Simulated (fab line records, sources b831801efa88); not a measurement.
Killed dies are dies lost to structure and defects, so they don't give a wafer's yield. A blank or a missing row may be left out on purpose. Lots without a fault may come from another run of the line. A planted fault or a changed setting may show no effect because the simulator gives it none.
Problem report in the 8D (eight disciplines) form, filled by code | flow sky130 | the parts of the form that need people (team, actions taken, sign-off) are left out

1. THE PROBLEM
rf_fwd_power_W at SKY_METAL1_ETCH_18 reads a mean of 576.6 W on 2 wafers of 1 lot; wafers without a fault read 495.5 W with a standard deviation of 1.9. That is +43 standard deviations from the usual mean.
The step: etches BARC in N2/H2, stops on SiO2, time 45.9 s, target depth 60 nm.
First seen on wafer L765.1, day 38 03:26, on rie_metal-04. The record holds 15 wafers of 5 lots with a number at this step. Rule for "out", or "out of limits": more than 4 standard deviations from the usual mean. The other wafers with a number count as sound.

2. WHAT IT IS AND WHAT IT IS NOT
question                    | is                | is not
which readings at this step | rf_fwd_power_W    | drypump_motor_current_A, oes_product_au, throttle_valve_pct
which lots                  | L765              | L751, L752, L753, L754
which wafers of those lots  | L765.1, L765.5    | L765.2
read on which tools         | rie_metal-04      | rie_metal-01, rie_metal-02
when                        | from day 38 03:26 | up to then (13 sound wafers)

3. SUSPECTS, AND WHAT RULES EACH OUT
Counting: a tool at a process step up to the reading stays a suspect if it ran every lot that is out. Sound lots after the first of them don't rule it out here, since some wafers of a struck lot are sound.
- rie_metal-04 at SKY_METAL1_DESCUM_17 (chemistry O2, time 8 s): kept. It ran the lot that is out, L765 (day 38 03:24); its last sound lot up to then is L751 (day 33 22:08).
- rie_metal-04 at SKY_METAL1_ETCH_18 (etches BARC in N2/H2, stops on SiO2, time 45.9 s, target depth 60 nm): kept. It ran the lot that is out, L765 (day 38 03:26); its last sound lot up to then is L751 (day 33 22:10). Its own readings are out on those wafers: rf_fwd_power_W.
- Within rie_metal-04 at SKY_METAL1_DESCUM_17: the wafers that are out ran in chamber 0; their sound lot-mates ran in chamber 1.
- Within rie_metal-04 at SKY_METAL1_ETCH_18: the wafers that are out ran in chamber 0; their sound lot-mates ran in chamber 1.
Left after counting: rie_metal-04 at SKY_METAL1_DESCUM_17, rie_metal-04 at SKY_METAL1_ETCH_18.

4. THE CAUSE (what the simulator had put in)
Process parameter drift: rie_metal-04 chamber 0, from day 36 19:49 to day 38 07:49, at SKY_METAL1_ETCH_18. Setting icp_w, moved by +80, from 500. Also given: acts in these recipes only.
Counting left 2 suspects, and this tool is among them.

5. THE CHAIN OF EFFECTS, in route order
Each row: a reading whose mean over the struck wafers that have a number lies more than 3 standard deviations from the usual. Only readings for which the record gives a usual standard deviation are gone through. hours: the time from each lot's start at the first step in this table that gives one to its start at this step, as a median over the lots. sigmas: the change in usual standard deviations.
hours | step               | reading        | usual   | on struck wafers | change | sigmas
0     | SKY_METAL1_ETCH_18 | rf_fwd_power_W | 495.5 W | 576.6            | +81.1  | +43
The process steps in it:
- SKY_METAL1_ETCH_18: etches BARC in N2/H2, stops on SiO2, time 45.9 s, target depth 60 nm.

6. WHAT WOULD HAVE CAUGHT IT SOONER
In this record the first reading out of limits was taken at day 38 03:26, 32 hours after the fault began at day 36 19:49.
